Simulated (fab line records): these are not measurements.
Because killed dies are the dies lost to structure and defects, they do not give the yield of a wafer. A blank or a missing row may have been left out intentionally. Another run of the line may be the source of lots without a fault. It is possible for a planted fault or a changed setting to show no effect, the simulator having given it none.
Which tool was responsible? || flow sky130 || 33 wafers from 11 lots sampled at 5 of the route's 708 steps

WHAT EACH GAUGE READ, for each wafer
SKY_SPACER_THK_MEAS_01. Usual: SPACER_CVD_00_THK 43.0 nm, standard deviation 0.44.
{"lot": "L113", "measured": "day 23 07:08", "on": "filmMetro-02", "SPACER_CVD_00_THK (nm)": "43.1 42.8 42.8", "flag": ""}
{"lot": "L114", "measured": "day 23 15:13", "on": "filmMetro-01", "SPACER_CVD_00_THK (nm)": "43.6 43.5 43.8", "flag": ""}
{"lot": "L118", "measured": "day 24 23:31", "on": "filmMetro-04", "SPACER_CVD_00_THK (nm)": "42.6 43.0 42.5", "flag": ""}
{"lot": "L119", "measured": "day 25 04:02", "on": "filmMetro-01", "SPACER_CVD_00_THK (nm)": "43.3 43.3 43.1", "flag": ""}
{"lot": "L120", "measured": "day 25 14:25", "on": "filmMetro-02", "SPACER_CVD_00_THK (nm)": "42.8 42.9 43.1", "flag": ""}
{"lot": "L121", "measured": "day 25 18:45", "on": "filmMetro-04", "SPACER_CVD_00_THK (nm)": "43.1 43.2 43.1", "flag": ""}
{"lot": "L122", "measured": "day 26 08:58", "on": "filmMetro-04", "SPACER_CVD_00_THK (nm)": "42.7 42.7 42.3", "flag": ""}
{"lot": "L123", "measured": "day 26 17:02", "on": "filmMetro-02", "SPACER_CVD_00_THK (nm)": "42.4 42.5 43.0", "flag": ""}
{"lot": "L131", "measured": "day 29 09:42", "on": "filmMetro-01", "SPACER_CVD_00_THK (nm)": "42.6 42.9 42.8", "flag": ""}
{"lot": "L133", "measured": "day 30 04:36", "on": "filmMetro-01", "SPACER_CVD_00_THK (nm)": "43.5 43.0 42.8", "flag": ""}
{"lot": "L136", "measured": "day 30 16:38", "on": "filmMetro-02", "SPACER_CVD_00_THK (nm)": "43.3 43.0 43.4", "flag": ""}

SKY_SD_N_RS_MEAS_16: measurement is done with a four-point probe. Usual: SD_N_RS 68.61 ohm/sq, standard deviation 0.16.
{"lot": "L113", "measured": "day 28 05:13", "on": "filmMetro-01", "SD_N_RS (ohm/sq)": "68.51 68.78 68.43", "flag": ""}
{"lot": "L114", "measured": "day 28 12:44", "on": "filmMetro-01", "SD_N_RS (ohm/sq)": "68.66 68.69 68.70", "flag": ""}
{"lot": "L118", "measured": "day 29 19:26", "on": "filmMetro-01", "SD_N_RS (ohm/sq)": "68.64 68.60 68.45", "flag": ""}
{"lot": "L119", "measured": "day 30 01:16", "on": "filmMetro-01", "SD_N_RS (ohm/sq)": "68.56 68.65 68.57", "flag": ""}
{"lot": "L120", "measured": "day 30 10:29", "on": "filmMetro-03", "SD_N_RS (ohm/sq)": "68.63 68.76 68.65", "flag": ""}
{"lot": "L121", "measured": "day 30 15:13", "on": "filmMetro-01", "SD_N_RS (ohm/sq)": "68.49 68.60 68.59", "flag": ""}
{"lot": "L122", "measured": "day 31 03:16", "on": "filmMetro-01", "SD_N_RS (ohm/sq)": "68.34 68.52 68.33", "flag": ""}
{"lot": "L123", "measured": "day 31 10:31", "on": "filmMetro-03", "SD_N_RS (ohm/sq)": "68.72 68.60 68.57", "flag": ""}
{"lot": "L131", "measured": "day 34 01:35", "on": "filmMetro-01", "SD_N_RS (ohm/sq)": "63.11 63.16 63.42", "flag": "OFF"}
{"lot": "L133", "measured": "day 34 17:59", "on": "filmMetro-03", "SD_N_RS (ohm/sq)": "63.27 63.25 63.20", "flag": "OFF"}
{"lot": "L136", "measured": "day 35 06:25", "on": "filmMetro-03", "SD_N_RS (ohm/sq)": "68.69 68.63 68.70", "flag": ""}

SKY_SD_N_RS_MEAS_17: measurement is done with a four-point probe. Usual: SD_P_RS 147.2 ohm/sq, standard deviation 0.43.
{"lot": "L113", "measured": "day 28 05:20", "on": "filmMetro-01", "SD_P_RS (ohm/sq)": "146.9 146.8 146.9", "flag": ""}
{"lot": "L114", "measured": "day 28 12:52", "on": "filmMetro-01", "SD_P_RS (ohm/sq)": "147.3 147.3 147.4", "flag": ""}
{"lot": "L118", "measured": "day 29 19:33", "on": "filmMetro-01", "SD_P_RS (ohm/sq)": "147.5 147.1 147.1", "flag": ""}
{"lot": "L119", "measured": "day 30 01:23", "on": "filmMetro-01", "SD_P_RS (ohm/sq)": "146.8 147.2 147.5", "flag": ""}
{"lot": "L120", "measured": "day 30 10:36", "on": "filmMetro-03", "SD_P_RS (ohm/sq)": "147.2 147.3 147.1", "flag": ""}
{"lot": "L121", "measured": "day 30 15:20", "on": "filmMetro-01", "SD_P_RS (ohm/sq)": "147.1 147.1 147.0", "flag": ""}
{"lot": "L122", "measured": "day 31 03:23", "on": "filmMetro-01", "SD_P_RS (ohm/sq)": "146.6 146.8 146.8", "flag": ""}
{"lot": "L123", "measured": "day 31 10:38", "on": "filmMetro-03", "SD_P_RS (ohm/sq)": "147.4 147.6 147.4", "flag": ""}
{"lot": "L131", "measured": "day 34 01:43", "on": "filmMetro-01", "SD_P_RS (ohm/sq)": "121.4 121.2 121.7", "flag": "OFF"}
{"lot": "L133", "measured": "day 34 18:07", "on": "filmMetro-03", "SD_P_RS (ohm/sq)": "121.4 121.2 120.8", "flag": "OFF"}
{"lot": "L136", "measured": "day 35 06:32", "on": "filmMetro-03", "SD_P_RS (ohm/sq)": "146.9 147.1 147.1", "flag": ""}

TOOL THAT RAN EACH LOT (tool first, then ch and the chambers of the sampled wafers, then the start)
{"lot": "L113", "SKY_SD_P_STRIP_10": "plasmaAsher-01 ch 1, day 25 17:48", "SKY_SD_N_RTA_14": "rtpAnneal-01 ch 0, day 28 05:02"}
{"lot": "L114", "SKY_SD_P_STRIP_10": "plasmaAsher-02 ch 0,1, day 26 03:01", "SKY_SD_N_RTA_14": "rtpAnneal-02 ch 0, day 28 12:33"}
{"lot": "L118", "SKY_SD_P_STRIP_10": "plasmaAsher-02 ch 0,1, day 27 09:51", "SKY_SD_N_RTA_14": "rtpAnneal-02 ch 0, day 29 19:15"}
{"lot": "L119", "SKY_SD_P_STRIP_10": "plasmaAsher-02 ch 0,1, day 27 16:04", "SKY_SD_N_RTA_14": "rtpAnneal-01 ch 0, day 30 01:04"}
{"lot": "L120", "SKY_SD_P_STRIP_10": "plasmaAsher-01 ch 0,1, day 28 01:02", "SKY_SD_N_RTA_14": "rtpAnneal-02 ch 0, day 30 10:17"}
{"lot": "L121", "SKY_SD_P_STRIP_10": "plasmaAsher-02 ch 0,1, day 28 05:41", "SKY_SD_N_RTA_14": "rtpAnneal-01 ch 0, day 30 15:02"}
{"lot": "L122", "SKY_SD_P_STRIP_10": "plasmaAsher-01 ch 0,1, day 28 18:55", "SKY_SD_N_RTA_14": "rtpAnneal-02 ch 0, day 31 03:05"}
{"lot": "L123", "SKY_SD_P_STRIP_10": "plasmaAsher-03 ch 0,1, day 29 02:17", "SKY_SD_N_RTA_14": "rtpAnneal-01 ch 0, day 31 10:21"}
{"lot": "L131", "SKY_SD_P_STRIP_10": "plasmaAsher-01 ch 0,1, day 31 17:57", "SKY_SD_N_RTA_14": "rtpAnneal-01 ch 0, day 34 01:25"}
{"lot": "L133", "SKY_SD_P_STRIP_10": "plasmaAsher-01 ch 0,1, day 32 12:21", "SKY_SD_N_RTA_14": "rtpAnneal-01 ch 0, day 34 17:49"}
{"lot": "L136", "SKY_SD_P_STRIP_10": "plasmaAsher-03 ch 0,1, day 33 00:16", "SKY_SD_N_RTA_14": "rtpAnneal-02 ch 0, day 35 06:14"}
- SKY_SD_P_STRIP_10: strips in O2/N2.
- SKY_SD_N_RTA_14: time 2 s.

AS READ BY THE TOOLS THEMSELVES (means over the sampled wafers that have a number; for cases with no such wafer, the mark the record gives instead)
SKY_SD_P_STRIP_10. Usual: drypumpMotorCurrentA 5.5 A, standard deviation 0.42; oesProductAu 0.618 a.u., standard deviation 0.0049; stripTimeToEndpointS 17.50 s, standard deviation 0.039.
{"lot": "L113", "tool": "plasmaAsher-01", "drypumpMotorCurrentA (A)": 5.4, "oesProductAu (a.u.)": 0.616, "stripTimeToEndpointS (s)": 17.48, "flag": ""}
{"lot": "L114", "tool": "plasmaAsher-02", "drypumpMotorCurrentA (A)": 5.7, "oesProductAu (a.u.)": 0.621, "stripTimeToEndpointS (s)": 17.45, "flag": ""}
{"lot": "L118", "tool": "plasmaAsher-02", "drypumpMotorCurrentA (A)": 5.7, "oesProductAu (a.u.)": 0.617, "stripTimeToEndpointS (s)": 17.54, "flag": ""}
{"lot": "L119", "tool": "plasmaAsher-02", "drypumpMotorCurrentA (A)": 5.7, "oesProductAu (a.u.)": 0.621, "stripTimeToEndpointS (s)": 17.51, "flag": ""}
{"lot": "L120", "tool": "plasmaAsher-01", "drypumpMotorCurrentA (A)": 5.0, "oesProductAu (a.u.)": 0.620, "stripTimeToEndpointS (s)": 17.51, "flag": ""}
{"lot": "L121", "tool": "plasmaAsher-02", "drypumpMotorCurrentA (A)": 5.6, "oesProductAu (a.u.)": 0.613, "stripTimeToEndpointS (s)": 17.49, "flag": ""}
{"lot": "L122", "tool": "plasmaAsher-01", "drypumpMotorCurrentA (A)": 5.2, "oesProductAu (a.u.)": 0.615, "stripTimeToEndpointS (s)": 17.49, "flag": ""}
{"lot": "L123", "tool": "plasmaAsher-03", "drypumpMotorCurrentA (A)": 5.9, "oesProductAu (a.u.)": 0.612, "stripTimeToEndpointS (s)": 17.51, "flag": ""}
{"lot": "L131", "tool": "plasmaAsher-01", "drypumpMotorCurrentA (A)": 5.0, "oesProductAu (a.u.)": 0.621, "stripTimeToEndpointS (s)": 17.46, "flag": ""}
{"lot": "L133", "tool": "plasmaAsher-01", "drypumpMotorCurrentA (A)": 5.0, "oesProductAu (a.u.)": 0.613, "stripTimeToEndpointS (s)": 17.51, "flag": ""}
{"lot": "L136", "tool": "plasmaAsher-03", "drypumpMotorCurrentA (A)": 6.0, "oesProductAu (a.u.)": 0.614, "stripTimeToEndpointS (s)": 17.51, "flag": ""}

SKY_SD_N_RTA_14. Usual: chamberO2Ppm 2.000, standard deviation 0.021; lampPowerPct 15.73 %, standard deviation 0.054; wafer_temp_C_max 1078.2, standard deviation 1.2.
{"lot": "L113", "tool": "rtpAnneal-01", "chamberO2Ppm": 1.970, "lampPowerPct (%)": 15.80, "wafer_temp_C_max": 1078.9, "flag": ""}
{"lot": "L114", "tool": "rtpAnneal-02", "chamberO2Ppm": 2.028, "lampPowerPct (%)": 15.75, "wafer_temp_C_max": 1078.2, "flag": ""}
{"lot": "L118", "tool": "rtpAnneal-02", "chamberO2Ppm": 2.021, "lampPowerPct (%)": 15.77, "wafer_temp_C_max": 1078.7, "flag": ""}
{"lot": "L119", "tool": "rtpAnneal-01", "chamberO2Ppm": 1.993, "lampPowerPct (%)": 15.78, "wafer_temp_C_max": 1078.3, "flag": ""}
{"lot": "L120", "tool": "rtpAnneal-02", "chamberO2Ppm": 2.014, "lampPowerPct (%)": 15.72, "wafer_temp_C_max": 1079.1, "flag": ""}
{"lot": "L121", "tool": "rtpAnneal-01", "chamberO2Ppm": 2.011, "lampPowerPct (%)": 15.68, "wafer_temp_C_max": 1077.5, "flag": ""}
{"lot": "L122", "tool": "rtpAnneal-02", "chamberO2Ppm": 2.006, "lampPowerPct (%)": 15.71, "wafer_temp_C_max": 1076.9, "flag": ""}
{"lot": "L123", "tool": "rtpAnneal-01", "chamberO2Ppm": 1.991, "lampPowerPct (%)": 15.75, "wafer_temp_C_max": 1078.5, "flag": ""}
{"lot": "L131", "tool": "rtpAnneal-01", "chamberO2Ppm": 2.006, "lampPowerPct (%)": 16.55, "wafer_temp_C_max": 1108.1, "flag": "OFF"}
{"lot": "L133", "tool": "rtpAnneal-01", "chamberO2Ppm": 2.028, "lampPowerPct (%)": 16.49, "wafer_temp_C_max": 1106.9, "flag": "OFF"}
{"lot": "L136", "tool": "rtpAnneal-02", "chamberO2Ppm": 1.993, "lampPowerPct (%)": 15.71, "wafer_temp_C_max": 1078.6, "flag": ""}

THE ANSWER, worked out from the rows above alone
Rule: lot off if the mean of its wafers having a number is beyond 3 standard deviations from the usual mean. A lot without any number at a reading at which 4 lots or more have one is off too. Any other lot the step has rows for is counted as sound. First the gauges in route order, then the tools' own readings, where a lot's mean is used as printed above. At the first step where some lot is off, the reading lying furthest off is the one used; lots without a number count as furthest.
Off: L131, L133, seen at SKY_SD_N_RS_MEAS_16 (SD_N_RS).
A tool fits if, at a process step before that reading, it ran every lot that is off, and no sound lot after the first of them. The gauges at SKY_SD_N_RS_MEAS_16 aren't tried: what is off there is off at SKY_SD_N_RTA_14 too, on other tools, and a gauge's error can't cause that. Can't be told from this: 2 tools fit, plasmaAsher-01 at SKY_SD_P_STRIP_10, rtpAnneal-01 at SKY_SD_N_RTA_14.

WHAT THE SIMULATOR PUT IN
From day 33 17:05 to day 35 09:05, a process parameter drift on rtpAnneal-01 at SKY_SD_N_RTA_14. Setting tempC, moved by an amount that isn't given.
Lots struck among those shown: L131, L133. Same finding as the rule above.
